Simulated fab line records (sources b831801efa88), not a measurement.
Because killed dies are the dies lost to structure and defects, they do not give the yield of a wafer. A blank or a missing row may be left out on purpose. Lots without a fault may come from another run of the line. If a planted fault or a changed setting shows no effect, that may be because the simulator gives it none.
fab line records	flow gf180mcu
[record] lots = 24	wafers = 72	last_day = 36
route steps=602 shown V1@358 M4@457 V4@477 MIM@510 TOP_METAL@573 PASSIVATION@599
lots that met no fault: from a run of the same line without faults
start_h: start of the lot's first displayed wafer, in hours after the record's first day	wait_h: hours since the lot's step before	" unchanged from the row above	L1.1+2: a single row standing in for several wafers	- no value present, or no start provided	* or withheld: withheld	< > ~ a bound
route shown NAME@n: names a module that has steps shown in the file, with the first one's number in the route	usual: mean and standard deviation over wafers with no fault	same: alike in all rows	chamber/n: place in a boat	sites: readings site by site	_std_site: their standard deviation	_edge_site: outer sites' mean less inner sites'	radius_mm: how far each site lies from the wafer's centre	mask NAME#n: copy n	behind: tool/chamber where the wafer was last shaped	hold: what put the lot on hold/how long, in hours/how the hold closed	device: the n, p or np transistor that did not switch	end of line: the same wafers' tests at the end of the route	a step given without rows: its recipe and nothing more	killed: dies that structure and defects cost at the first sort, which is not the same as the wafer's yield	map: shows each die of a wafer: x if killed, . if not, _ if none is there
set.NAME: setting as actually run; set.NAME@STEP: the setting as run at that earlier step	model.NAME: the simulator's own value behind a step, which no gauge read
route steps across a sampled set of lots; one table per step, one row per wafer
services: the hour from which a tool's chamber was out of use, counted from the record's first day as start_h (under 0 if before that day), plus the number of hours and why
[[steps]]
[step GF_V1_CVD_23]
[recipe] material = W	target_thk_nm = 350	time_s = 105.05	temp_c = 400	pressure_torr = 40
[usual] heater_power_w = 897/120
lot.wafer	tool	chamber	start_h	wait_h	heater_power_w
L074.2	cvd_w-02	1	459.60	0.0	997
L074.5	"	1	"	"	1010
L074.6	"	0	"	"	1022
L075.3	cvd_w-02	0	473.72	0.1	1009
L075.5	"	1	"	"	983
L075.6	"	0	"	"	1004
L076.1	cvd_w-01	0	481.37	0.0	913
L076.4	"	0	"	"	916
L076.6	"	0	"	"	907
L077.1	cvd_w-02	0	491.23	0.0	1018
L077.3	"	0	"	"	995
L077.5	"	0	"	"	1016
L078.1	cvd_w-01	0	495.14	0.0	931
L078.5	"	1	"	"	698
L078.6	"	0	"	"	898
L079.1	cvd_w-01	1	507.86	0.0	700
L079.2	"	0	"	"	901
L079.6	"	0	"	"	896
L080.2	cvd_w-02	1	513.03	0.0	990
L080.3	"	1	"	"	980
L080.4	"	0	"	"	996
L081.1	cvd_w-01	1	519.74	0.0	701
L081.4	"	1	"	"	711
L081.6	"	1	"	"	724
L082.2	cvd_w-01	1	534.63	0.0	708
L082.4	"	1	"	"	708
L082.6	"	0	"	"	894
L083.1	cvd_w-01	0	540.70	0.0	897
L083.2	"	1	"	"	716
L083.6	"	1	"	"	706
L084.2	cvd_w-01	0	551.29	0.0	898
L084.4	"	0	"	"	916
L084.6	"	0	"	"	907
L085.1	cvd_w-01	1	555.98	0.0	698
L085.3	"	0	"	"	910
L085.6	"	0	"	"	891
L086.1	cvd_w-02	0	561.96	0.0	1031
L086.5	"	0	"	"	1035
L086.6	"	1	"	"	988
L087.2	cvd_w-02	0	569.92	0.0	1024
L087.3	"	1	"	"	964
L087.4	"	0	"	"	1032
L088.2	cvd_w-02	0	580.43	0.0	1038
L088.3	"	1	"	"	988
L088.5	"	1	"	"	1015
L089.2	cvd_w-01	0	585.79	0.0	928
L089.4	"	0	"	"	908
L089.6	"	0	"	"	920
L090.3	cvd_w-01	0	591.14	0.1	914
L090.5	"	0	"	"	898
L090.6	"	1	"	"	720
L091.1	cvd_w-01	1	602.66	0.0	727
L091.3	"	1	"	"	707
L091.4	"	0	"	"	911
L092.4	cvd_w-01	0	605.91	0.1	921
L092.5	"	1	"	"	707
L092.6	"	0	"	"	933
L093.1	cvd_w-02	1	611.16	0.0	978
L093.5	"	1	"	"	1021
L093.6	"	0	"	"	1032
L094.1	cvd_w-02	0	616.28	0.0	1012
L094.3	"	0	"	"	1049
L094.4	"	0	"	"	1052
L095.1	cvd_w-01	0	625.33	0.0	907
L095.3	"	0	"	"	903
L095.4	"	1	"	"	706
L096.1	cvd_w-02	1	634.43	0.0	1004
L096.4	"	0	"	"	1009
L096.6	"	1	"	"	1002
L097.3	cvd_w-01	0	639.32	0.1	913
L097.4	"	1	"	"	712
L097.5	"	0	"	"	921
[step GF_M4_SPUTTER_01]
[recipe] material = TiN	target_thk_nm = 30	power_w = 6605	time_s = 25	chamber_pressure_pa = 0.4
[usual] throttle_valve_pct = 30.2/0.92
lot.wafer	tool	chamber	start_h	wait_h	throttle_valve_pct
L074.2	pvd_sputter-04	-	566.31	0.1	30.2
L074.5	"	-	"	"	29.9
L074.6	"	-	"	"	30.8
L075.3	pvd_sputter-04	-	578.41	0.1	30.2
L075.5	"	-	"	"	29.8
L075.6	"	-	"	"	30.5
L076.1	pvd_sputter-03	-	584.26	0.1	30.7
L076.4	"	-	"	"	30.9
L076.6	"	-	"	"	30.9
L077.1	pvd_sputter-03	-	593.07	0.1	30.9
L077.3	"	-	"	"	30.9
L077.5	"	-	"	"	30.9
L078.1	pvd_sputter-04	-	596.94	0.1	30.4
L078.5	"	-	"	"	29.9
L078.6	"	-	"	"	30.4
L079.1	pvd_sputter-04	-	608.65	0.1	30.8
L079.2	"	-	"	"	30.4
L079.6	"	-	"	"	29.9
L080.2	pvd_sputter-03	-	613.15	0.1	30.9
L080.3	"	-	"	"	30.7
L080.4	"	-	"	"	29.7
L081.1	pvd_sputter-04	-	619.19	0.1	30.7
L081.4	"	-	"	"	30.5
L081.6	"	-	"	"	30.0
L082.2	pvd_sputter-02	-	634.70	0.1	27.5
L082.4	"	-	"	"	31.1
L082.6	"	-	"	"	29.4
L083.1	pvd_sputter-02	-	638.33	0.1	27.6
L083.2	"	-	"	"	31.9
L083.6	"	-	"	"	31.4
L084.2	pvd_sputter-03	-	646.89	0.1	30.6
L084.4	"	-	"	"	28.8
L084.6	"	-	"	"	29.9
L085.1	pvd_sputter-03	-	653.85	0.1	29.8
L085.3	"	-	"	"	28.9
L085.6	"	-	"	"	28.5
L086.1	pvd_sputter-02	-	657.45	0.1	31.7
L086.5	"	-	"	"	27.6
L086.6	"	-	"	"	29.2
L087.2	pvd_sputter-03	-	664.07	0.1	30.0
L087.3	"	-	"	"	30.5
L087.4	"	-	"	"	30.8
L088.2	pvd_sputter-03	-	674.20	0.1	29.3
L088.3	"	-	"	"	30.7
L088.5	"	-	"	"	30.0
L089.2	pvd_sputter-04	-	678.16	0.1	30.4
L089.4	"	-	"	"	29.6
L089.6	"	-	"	"	30.4
L090.3	pvd_sputter-04	-	684.13	0.1	29.8
L090.5	"	-	"	"	29.9
L090.6	"	-	"	"	30.6
L091.1	pvd_sputter-04	-	693.92	0.1	30.2
L091.3	"	-	"	"	30.0
L091.4	"	-	"	"	30.9
L092.4	pvd_sputter-03	-	697.17	0.1	31.2
L092.5	"	-	"	"	30.0
L092.6	"	-	"	"	30.8
L093.1	pvd_sputter-04	-	703.35	0.1	31.0
L093.5	"	-	"	"	30.0
L093.6	"	-	"	"	30.9
L094.1	pvd_sputter-02	-	707.14	0.1	31.0
L094.3	"	-	"	"	29.8
L094.4	"	-	"	"	27.4
L095.1	pvd_sputter-04	-	715.75	0.1	30.4
L095.3	"	-	"	"	29.8
L095.4	"	-	"	"	30.3
L096.1	pvd_sputter-04	-	724.10	0.1	29.7
L096.4	"	-	"	"	29.7
L096.6	"	-	"	"	30.6
L097.3	pvd_sputter-02	-	727.40	0.1	27.9
L097.4	"	-	"	"	31.9
L097.5	"	-	"	"	32.0
[step GF_V4_THK_MEAS_01]
[recipe] reads = SiO2_of_V4_CVD_00
[usual] V4_CVD_00_THK = 598/5.8
lot.wafer	tool	chamber	start_h	wait_h	V4_CVD_00_THK[nm]
L074.2	film_metro-04	-	589.97	0.0	591
L074.5	"	-	"	"	598
L074.6	"	-	"	"	589
L075.3	film_metro-03	-	601.42	0.1	604
L075.5	"	-	"	"	601
L075.6	"	-	"	"	596
L076.1	film_metro-03	-	607.68	0.0	601
L076.4	"	-	"	"	602
L076.6	"	-	"	"	609
L077.1	film_metro-04	-	616.03	0.0	603
L077.3	"	-	"	"	599
L077.5	"	-	"	"	603
L078.1	film_metro-04	-	620.81	0.0	594
L078.5	"	-	"	"	598
L078.6	"	-	"	"	599
L079.1	film_metro-04	-	631.86	0.0	602
L079.2	"	-	"	"	606
L079.6	"	-	"	"	597
L080.2	film_metro-02	-	635.93	0.0	596
L080.3	"	-	"	"	593
L080.4	"	-	"	"	601
L081.1	film_metro-03	-	642.89	0.1	604
L081.4	"	-	"	"	613
L081.6	"	-	"	"	600
L082.2	film_metro-03	-	656.39	0.0	603
L082.4	"	-	"	"	600
L082.6	"	-	"	"	594
L083.1	film_metro-02	-	660.21	0.0	599
L083.2	"	-	"	"	590
L083.6	"	-	"	"	604
L084.2	film_metro-04	-	668.55	0.0	603
L084.4	"	-	"	"	596
L084.6	"	-	"	"	596
L085.1	film_metro-02	-	676.06	0.0	590
L085.3	"	-	"	"	594
L085.6	"	-	"	"	588
L086.1	film_metro-02	-	679.16	0.0	590
L086.5	"	-	"	"	593
L086.6	"	-	"	"	594
L087.2	film_metro-04	-	686.05	0.0	591
L087.3	"	-	"	"	587
L087.4	"	-	"	"	592
L088.2	film_metro-02	-	696.06	0.0	603
L088.3	"	-	"	"	595
L088.5	"	-	"	"	596
L089.2	film_metro-03	-	699.04	0.0	600
L089.4	"	-	"	"	612
L089.6	"	-	"	"	601
L090.3	film_metro-04	-	705.26	0.1	595
L090.5	"	-	"	"	600
L090.6	"	-	"	"	600
L091.1	film_metro-03	-	714.76	0.0	592
L091.3	"	-	"	"	600
L091.4	"	-	"	"	598
L092.4	film_metro-02	-	717.47	0.0	604
L092.5	"	-	"	"	599
L092.6	"	-	"	"	606
L093.1	film_metro-02	-	724.08	0.0	596
L093.5	"	-	"	"	597
L093.6	"	-	"	"	593
L094.1	film_metro-02	-	727.69	0.0	599
L094.3	"	-	"	"	604
L094.4	"	-	"	"	600
L095.1	film_metro-02	-	735.69	0.1	592
L095.3	"	-	"	"	601
L095.4	"	-	"	"	585
L096.1	film_metro-04	-	743.94	0.1	600
L096.4	"	-	"	"	594
L096.6	"	-	"	"	589
L097.3	film_metro-02	-	747.33	0.1	600
L097.4	"	-	"	"	606
L097.5	"	-	"	"	600
[step GF_MIM_SPUTTER_07]
[recipe] material = TiN	target_thk_nm = 60	power_w = 6500	time_s = 50	chamber_pressure_pa = 0.4
[usual] throttle_valve_pct = 29.9/0.83
lot.wafer	tool	chamber	start_h	wait_h	throttle_valve_pct
L074.2	pvd_sputter-03	-	614.49	0.0	29.0
L074.5	"	-	"	"	28.6
L074.6	"	-	"	"	30.1
L075.3	pvd_sputter-01	-	625.88	0.0	28.3
L075.5	"	-	"	"	30.3
L075.6	"	-	"	"	29.5
L076.1	pvd_sputter-03	-	632.22	0.1	29.6
L076.4	"	-	"	"	28.9
L076.6	"	-	"	"	29.9
L077.1	pvd_sputter-04	-	640.72	0.1	29.6
L077.3	"	-	"	"	31.0
L077.5	"	-	"	"	30.3
L078.1	pvd_sputter-03	-	644.97	0.1	29.7
L078.5	"	-	"	"	31.0
L078.6	"	-	"	"	30.5
L079.1	pvd_sputter-03	-	655.64	0.1	30.6
L079.2	"	-	"	"	29.1
L079.6	"	-	"	"	28.7
L080.2	pvd_sputter-03	-	659.56	0.0	29.9
L080.3	"	-	"	"	31.0
L080.4	"	-	"	"	28.6
L081.1	pvd_sputter-03	-	666.59	0.1	30.6
L081.4	"	-	"	"	31.0
L081.6	"	-	"	"	30.9
L082.2	pvd_sputter-03	-	679.04	0.0	29.7
L082.4	"	-	"	"	31.1
L082.6	"	-	"	"	30.6
L083.1	pvd_sputter-03	-	683.75	0.1	30.8
L083.2	"	-	"	"	30.0
L083.6	"	-	"	"	29.9
L084.2	pvd_sputter-01	-	691.65	0.0	29.1
L084.4	"	-	"	"	29.4
L084.6	"	-	"	"	29.1
L085.1	pvd_sputter-03	-	699.44	0.1	30.8
L085.3	"	-	"	"	28.6
L085.6	"	-	"	"	28.9
L086.1	pvd_sputter-01	-	701.89	0.1	29.3
L086.5	"	-	"	"	30.3
L086.6	"	-	"	"	28.3
L087.2	pvd_sputter-04	-	708.03	0.0	30.4
L087.3	"	-	"	"	29.6
L087.4	"	-	"	"	30.9
L088.2	pvd_sputter-03	-	718.43	0.0	31.0
L088.3	"	-	"	"	28.7
L088.5	"	-	"	"	28.8
L089.2	pvd_sputter-01	-	721.29	0.0	29.4
L089.4	"	-	"	"	29.3
L089.6	"	-	"	"	30.3
L090.3	pvd_sputter-04	-	727.29	0.0	29.7
L090.5	"	-	"	"	30.2
L090.6	"	-	"	"	30.8
L091.1	pvd_sputter-03	-	736.03	0.1	28.9
L091.3	"	-	"	"	30.9
L091.4	"	-	"	"	30.9
L092.4	pvd_sputter-01	-	739.04	0.0	30.3
L092.5	"	-	"	"	28.7
L092.6	"	-	"	"	30.3
L093.1	pvd_sputter-04	-	745.71	0.1	30.2
L093.5	"	-	"	"	29.6
L093.6	"	-	"	"	31.1
L094.1	pvd_sputter-01	-	749.00	0.1	30.6
L094.3	"	-	"	"	29.3
L094.4	"	-	"	"	29.0
L095.1	pvd_sputter-03	-	756.87	0.1	28.7
L095.3	"	-	"	"	29.6
L095.4	"	-	"	"	30.6
L096.1	pvd_sputter-04	-	764.34	0.1	29.9
L096.4	"	-	"	"	31.1
L096.6	"	-	"	"	30.1
L097.3	pvd_sputter-03	-	767.84	0.0	28.8
L097.4	"	-	"	"	30.8
L097.5	"	-	"	"	30.4
[step GF_TOP_METAL_THK_MEAS_06]
[recipe] thk_meas_gauge = xrf	reads = AlCu_of_TOP_METAL_SPUTTER_02
[usual] TOP_METAL_ALCU_THK = 899/9.2
lot.wafer	tool	chamber	start_h	wait_h	TOP_METAL_ALCU_THK[nm]
L074.2	film_metro-01	-	682.11	0.1	912
L074.5	"	-	"	"	899
L074.6	"	-	"	"	921
L075.3	film_metro-04	-	693.79	0.1	885
L075.5	"	-	"	"	877
L075.6	"	-	"	"	898
L076.1	film_metro-04	-	698.84	0.1	897
L076.4	"	-	"	"	885
L076.6	"	-	"	"	895
L077.1	film_metro-01	-	706.47	0.1	908
L077.3	"	-	"	"	891
L077.5	"	-	"	"	898
L078.1	film_metro-04	-	709.59	0.1	893
L078.5	"	-	"	"	899
L078.6	"	-	"	"	896
L079.1	film_metro-01	-	719.75	0.1	907
L079.2	"	-	"	"	906
L079.6	"	-	"	"	889
L080.2	film_metro-02	-	724.56	0.1	900
L080.3	"	-	"	"	900
L080.4	"	-	"	"	887
L081.1	film_metro-02	-	730.61	0.1	900
L081.4	"	-	"	"	899
L081.6	"	-	"	"	885
L082.2	film_metro-04	-	741.78	0.1	895
L082.4	"	-	"	"	900
L082.6	"	-	"	"	906
L083.1	film_metro-04	-	746.04	0.1	904
L083.2	"	-	"	"	913
L083.6	"	-	"	"	898
L084.2	film_metro-04	-	753.49	0.1	893
L084.4	"	-	"	"	895
L084.6	"	-	"	"	892
L085.1	film_metro-02	-	760.49	0.1	905
L085.3	"	-	"	"	924
L085.6	"	-	"	"	918
L086.1	film_metro-01	-	762.76	0.1	909
L086.5	"	-	"	"	893
L086.6	"	-	"	"	900
L087.2	film_metro-02	-	769.14	0.1	893
L087.3	"	-	"	"	892
L087.4	"	-	"	"	888
L088.2	film_metro-02	-	778.13	0.1	907
L088.3	"	-	"	"	900
L088.5	"	-	"	"	896
L089.2	film_metro-01	-	780.88	0.1	897
L089.4	"	-	"	"	909
L089.6	"	-	"	"	894
L090.3	film_metro-02	-	786.06	0.1	898
L090.5	"	-	"	"	892
L090.6	"	-	"	"	892
L091.1	film_metro-04	-	793.59	0.1	874
L091.3	"	-	"	"	897
L091.4	"	-	"	"	892
L092.4	film_metro-04	-	794.96	0.1	896
L092.5	"	-	"	"	907
L092.6	"	-	"	"	898
L093.1	film_metro-01	-	802.54	0.1	923
L093.5	"	-	"	"	910
L093.6	"	-	"	"	911
L094.1	film_metro-02	-	805.21	0.1	911
L094.3	"	-	"	"	895
L094.4	"	-	"	"	900
L095.1	film_metro-04	-	812.64	0.1	918
L095.3	"	-	"	"	902
L095.4	"	-	"	"	901
L096.1	film_metro-04	-	818.61	0.1	896
L096.4	"	-	"	"	893
L096.6	"	-	"	"	902
L097.3	film_metro-04	-	821.93	0.1	906
L097.4	"	-	"	"	904
L097.5	"	-	"	"	911
[step GF_PASSIVATION_STRIP_12]
[recipe] chemistry = O2/N2	power_w = 1400	pressure_mtorr = 1500	platen_temp_c = 250	o2_flow_sccm = 3000	n2_flow_sccm = 300	overash_fraction = 0.5
[usual] drypump_motor_current_A = 5.7/0.49	heater_power_w = 314/28	oes_product_au = 0.718/0.005	strip_time_to_endpoint_s = 32.93/0.23
lot.wafer	tool	chamber	start_h	wait_h	drypump_motor_current_A	heater_power_w	oes_product_au	rf_hours_counter_h	strip_time_to_endpoint_s
L074.2	plasma_asher-01	1	723.10	0.1	5.7	277	0.720	64	32.63
L074.5	"	1	"	"	5.7	281	0.710	-	32.52
L074.6	"	0	"	"	4.9	332	0.716	-	32.95
L075.3	plasma_asher-03	0	734.29	0.2	5.8	307	0.717	-	32.70
L075.5	"	1	"	"	6.5	307	0.715	-	32.67
L075.6	"	0	"	"	5.8	299	0.726	-	32.63
L076.1	plasma_asher-01	0	738.60	0.1	4.9	324	0.717	65	33.08
L076.4	"	0	"	"	4.9	328	0.719	-	33.07
L076.6	"	1	"	"	5.7	278	0.718	-	33.14
L077.1	plasma_asher-03	0	746.53	0.1	5.8	298	0.709	31	32.71
L077.3	"	1	"	"	6.6	288	0.718	-	32.90
L077.5	"	0	"	"	5.8	296	0.721	-	32.82
L078.1	plasma_asher-01	1	749.23	0.1	5.7	277	0.713	66	32.88
L078.5	"	1	"	"	5.7	279	0.718	-	32.97
L078.6	"	0	"	"	5.0	324	0.717	-	32.98
L079.1	plasma_asher-04	1	758.93	0.1	5.7	318	0.720	3	33.08
L079.2	"	0	"	"	5.7	367	0.721	3	32.92
L079.6	"	0	"	"	5.6	361	0.710	-	33.07
L080.2	plasma_asher-04	0	762.43	0.1	5.6	371	0.712	3	32.63
L080.3	"	0	"	"	5.6	372	0.718	-	32.55
L080.4	"	1	"	"	5.8	323	0.724	-	32.52
L081.1	plasma_asher-01	0	769.43	0.1	4.9	324	0.713	68	33.02
L081.4	"	1	"	"	5.7	283	0.728	-	32.93
L081.6	"	1	"	"	5.7	282	0.715	-	32.86
L082.2	plasma_asher-03	0	779.38	0.1	5.8	292	0.720	33	32.95
L082.4	"	1	"	"	6.6	304	0.720	-	32.90
L082.6	"	1	"	"	6.6	302	0.714	-	32.79
L083.1	plasma_asher-03	0	783.53	0.1	5.8	295	0.718	34	33.24
L083.2	"	1	"	"	6.6	295	0.713	34	33.04
L083.6	"	1	"	"	6.6	289	0.720	-	32.87
L084.2	plasma_asher-03	1	790.53	0.1	6.6	298	0.721	34	33.13
L084.4	"	1	"	"	6.6	297	0.724	-	32.58
L084.6	"	1	"	"	6.6	298	0.710	-	32.62
L085.1	plasma_asher-03	0	796.67	0.1	5.8	310	0.723	35	32.88
L085.3	"	0	"	"	5.8	309	0.710	-	32.92
L085.6	"	1	"	"	6.6	295	0.721	-	33.07
L086.1	plasma_asher-04	1	798.70	0.1	5.7	329	0.721	7	32.97
L086.5	"	1	"	"	5.7	322	0.717	-	33.06
L086.6	"	0	"	"	5.6	371	0.710	-	33.06
L087.2	plasma_asher-04	0	804.38	0.1	5.6	370	0.714	8	32.68
L087.3	"	0	"	"	5.6	364	0.724	-	32.95
L087.4	"	1	"	"	5.8	324	0.722	-	32.86
L088.2	plasma_asher-01	0	812.78	0.1	5.0	328	0.715	72	32.80
L088.3	"	1	"	"	5.7	284	0.717	-	32.85
L088.5	"	1	"	"	5.7	283	0.717	-	33.25
L089.2	plasma_asher-04	1	815.70	0.1	5.7	325	0.717	9	32.72
L089.4	"	1	"	"	5.7	324	0.728	-	33.06
L089.6	"	1	"	"	5.8	324	0.716	-	32.88
L090.3	plasma_asher-03	1	820.51	0.2	6.6	298	0.719	-	33.05
L090.5	"	1	"	"	6.6	293	0.727	-	32.74
L090.6	"	0	"	"	5.8	297	0.716	-	32.72
L091.1	plasma_asher-01	0	827.17	0.1	4.9	330	0.711	73	33.15
L091.3	"	0	"	"	4.9	334	0.719	-	33.18
L091.4	"	1	"	"	5.7	277	0.724	-	33.51
L092.4	plasma_asher-04	0	829.19	0.0	5.6	364	0.722	-	32.65
L092.5	"	0	"	"	5.6	361	0.720	-	32.38
L092.6	"	1	"	"	5.8	320	0.722	-	32.54
L093.1	plasma_asher-04	0	835.22	0.1	5.6	362	0.715	11	33.04
L093.5	"	0	"	"	5.6	364	0.720	-	33.22
L093.6	"	1	"	"	5.7	328	0.718	-	32.95
L094.1	plasma_asher-01	1	838.02	0.1	5.7	284	0.724	74	32.58
L094.3	"	0	"	"	4.9	331	0.714	-	32.55
L094.4	"	1	"	"	5.7	279	0.710	-	32.66
L095.1	plasma_asher-01	1	844.78	0.1	5.7	285	0.712	75	32.97
L095.3	"	0	"	"	5.0	328	0.726	-	33.29
L095.4	"	1	"	"	5.7	278	0.722	-	33.22
L096.1	plasma_asher-01	0	850.12	0.1	4.9	331	0.717	76	33.18
L096.4	"	0	"	"	4.9	334	0.720	-	33.29
L096.6	"	1	"	"	5.7	275	0.720	-	33.28
L097.3	plasma_asher-03	1	853.14	0.2	6.6	294	0.715	-	32.71
L097.4	"	0	"	"	5.8	304	0.708	-	33.03
L097.5	"	0	"	"	5.8	306	0.718	-	33.05
[[services]]
tool	chamber	start_h	hours	kind
cvd_w-01	1	442.44	6.0	repair
pvd_sputter-03	-	451.92	1.3	repair
plasma_asher-01	-	455.26	0.3	repair
cvd_w-01	0	473.92	2.8	repair
cvd_w-01	1	478.42	4.1	repair
cvd_w-02	-	482.49	1.5	repair
plasma_asher-01	-	504.24	3.8	repair
cvd_w-01	-	521.68	1.0	repair
plasma_asher-04	-	534.12	0.4	repair
plasma_asher-03	-	546.08	6.2	repair
cvd_w-02	0	565.49	3.8	repair
cvd_w-02	1	615.03	5.3	repair
plasma_asher-03	-	651.16	35.8	pm
pvd_sputter-03	-	669.65	1.0	repair
pvd_sputter-04	-	706.78	1.2	repair
pvd_sputter-04	-	730.60	4.4	repair
plasma_asher-03	-	749.49	13.2	repair
plasma_asher-01	-	754.33	6.1	repair
cvd_w-01	0	768.75	8.5	repair
cvd_w-02	0	794.87	4.1	repair
plasma_asher-01	-	809.16	3.5	repair
pvd_sputter-04	-	827.22	0.5	repair
cvd_w-02	0	835.92	4.3	repair
plasma_asher-03	-	836.07	2.8	pm
[[key]]
fault none
